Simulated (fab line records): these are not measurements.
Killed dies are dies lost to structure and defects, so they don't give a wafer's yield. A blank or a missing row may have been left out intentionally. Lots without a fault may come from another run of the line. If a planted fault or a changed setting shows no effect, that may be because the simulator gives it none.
Struck lot and sound lot, side by side -- flow sky130 -- 17 steps out of a route of 708
Sound: these wafers, L499.2, L499.3, L499.4. Struck: wafer L506.6. (L506.3 of the same lot was not struck and is left out.) The cause comes at the end.
Order at every step that has rows: each side's tool, ch and its chambers, its first start. Under that, the readings that differ: sound wafers -- struck wafers -- difference of the means -- sigmas: that difference in standard deviations of wafers without a fault.
alike: readings with means less than 2 such deviations apart, plus words and numbers identical on both sides. not compared: withheld readings, readings lacking a value on some wafer, bounds such as >300 that could conceal the same value, and numbers that have no deviation in the record and whose values overlap.
A row with sigmas, a row that says differs or no value, or rows on one side alone: a step with any of these is where the two part. When numbers do not overlap yet have no deviation, they are printed without sigmas and do not part them. A reading missing from all wafers of one side parts the sides only when that side holds two or more wafers.

first, 1 step without rows for these wafers: SKY_LDD_N_IMPLANT_15.
SKY_LDD_N_STRIP_16: strips in O2/N2.
  sound on plasma asher-02 ch 0,1, day 19 20:57; struck on plasma asher-03 ch 0, day 22 17:11
  alike: drypump motor current A, oes product au, strip time to endpoint s
  not compared: rf hours counter h
SKY_LDD_N_TW_MEAS_17:
  sound: film metro-04 at day 19 21:04; struck: film metro-01 at day 22 17:16
  alike: LDD_N_TW
then, 7 steps without rows for these wafers: SKY_LDD_P_DEHYDRATE_00 (time 60 s); SKY_LDD_P_HMDS_01 (prime time 60 s); SKY_LDD_P_COAT_02 (resist thk 1140 nm); SKY_LDD_P_SOFTBAKE_03 (time 60 s); SKY_LDD_P_EXPOSE_04 (exposes mask PSDM, target cd 380 nm); SKY_LDD_P_PEB_05; SKY_LDD_P_DEVELOP_06 (develop time 60 s).
SKY_LDD_P_CD_MEAS_07: target cd 380 nm.
  sound: cd sem-02 at day 21 03:05; struck: cd sem-01 at day 23 23:37
  alike: cd nm
SKY_LDD_P_OVL_MEAS_08:
  sound: overlay-01 at day 21 03:11; struck: overlay-02 at day 23 23:42
  alike: LDD_P_OVL
SKY_LDD_P_IMPLANT_09:
  sound on implanter-02 ch 0, day 21 03:15; struck on implanter-02 ch 0, day 23 23:46
SKY_LDD_P_STRIP_10: strips in O2/N2.
  sound on plasma asher-04 ch 0,1, day 21 03:22; struck on plasma asher-03 ch 0, day 23 23:55
reading,sound,struck,difference,sigmas
drypump motor current A (A),4.8 5.9 4.8,6.0,+0.8,+2
  alike: oes product au, strip time to endpoint s
  not compared: rf hours counter h
SKY_LDD_P_TW_MEAS_11:
  sound: film metro-01 at day 21 03:29; struck: film metro-01 at day 23 23:59
reading,sound,struck,difference,sigmas
LDD_P_TW,638 636 640,599,-39,-9
then, 1 step without rows for these wafers: SKY_LDD_HVN_DEHYDRATE_00 (time 60 s).
-- here the record skips 25 days between the struck wafers' starts before and after, leaving off in module LDD_HVN and picking up in module PAD_OPEN (first step shown: number 708 of the route) --
SKY_PAD_OPEN_PROBE_99:
  sound: prober-02 at day 47 06:05; struck: prober-01 at day 49 04:02
reading,sound,struck,difference,sigmas
killed dies,76 73 83,98,+21,+2
model.etest.tip p.rs ohm sq range,226.6 251.6 114.7,3710,+3512,
model.etest.tip p.rs ohm sq,6789 6750 6776,1.026e+04,+3.488e+03,
model.etest.tip p.rs ohm sq rim less centre,95.77 115.2 66.35,-1604,-1696,
model.etest.pfet_01v8.drive ua um,200.8 200.2 205,180.6,-21.4,
model.etest.pfet_01v8_hvt.drive ua um,148.1 149.4 153.9,134,-16,
model.etest.pfet_01v8.drive ua um range,5.81 10.52 7.953,15.79,+7.70,
model.etest.pfet_01v8.vt sat v (V),-0.552 -0.5589 -0.543,-0.6616,-0.1103,
model.etest.pfet_01v8.vt v (V),-0.7766 -0.7734 -0.7664,-0.8323,-0.0602,
  alike: killed_at_M0_to_M3, killed_at_M4_up, killed at contacts, killed at front end, killed at other, killed open, killed short

== WHERE THEY PART ==
At SKY_LDD_P_STRIP_10 first; at SKY_PAD_OPEN_PROBE_99 last (within this record only).

WHY: what the simulator had put in
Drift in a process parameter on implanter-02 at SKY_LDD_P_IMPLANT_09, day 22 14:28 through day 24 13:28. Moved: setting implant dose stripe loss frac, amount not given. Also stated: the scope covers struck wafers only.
